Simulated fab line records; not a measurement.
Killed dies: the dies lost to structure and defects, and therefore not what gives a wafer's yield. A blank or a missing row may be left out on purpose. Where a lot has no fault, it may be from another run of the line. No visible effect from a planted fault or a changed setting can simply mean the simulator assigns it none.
Matching of chambers ; flow sky130 ; 4 sister chambers for SKY_FIELD_ISO_CMP_27 on cmp-01
The step polishes, stops on Si3N4, t overpolish 16 s, target thk 457.8 nm. 4 wafers are shown with their chamber, then 8 later ones without.

## WAFERS, EACH WITH ITS CHAMBER
wafer;chamber;motorCurrentA (A)
L457.1;1;11.1
L462.2;3;11.7
L462.3;0;11.0
L462.5;2;9.9

## WAFERS MISSING THEIR CHAMBER
wafer;motorCurrentA (A)
L466.2;11.5
L466.6;10.2
L473.1;9.4
L473.3;11.9
L473.5;9.4
L476.2;11.4
L476.4;12.1
L476.5;11.0

## THE CHAMBER EACH PASSED THROUGH
wafer;from the rows above;in truth
L466.2;can't be placed: 3 or 1 or 0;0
L466.6;can't be placed: 2 or 0 or 1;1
L473.1;2;2
L473.3;can't be placed: 3 or 1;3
L473.5;2;2
L476.2;can't be placed: 3 or 1 or 0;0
L476.4;can't be placed: 3 or 1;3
L476.5;can't be placed: 0 or 1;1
Placed correctly: 2 of 8. Unplaceable from these rows: 6, with the true chamber sitting among the candidates in 6. Placed wrongly: 0.
How it was worked out, from the rows above alone: a wafer's distance from a chamber is the root of the sum, over the readings, of the square of ((its reading less the chamber's mean) divided by the reading's scatter). The wafer belongs to the nearest chamber; if the next one is less than 2 further off, it can't be placed. For every chamber, the mean is computed from those of its wafers that are shown. The scatter (one wafer shown for each chamber): square how far every hidden wafer sits from the nearest shown wafer, average those squares and take the square root.
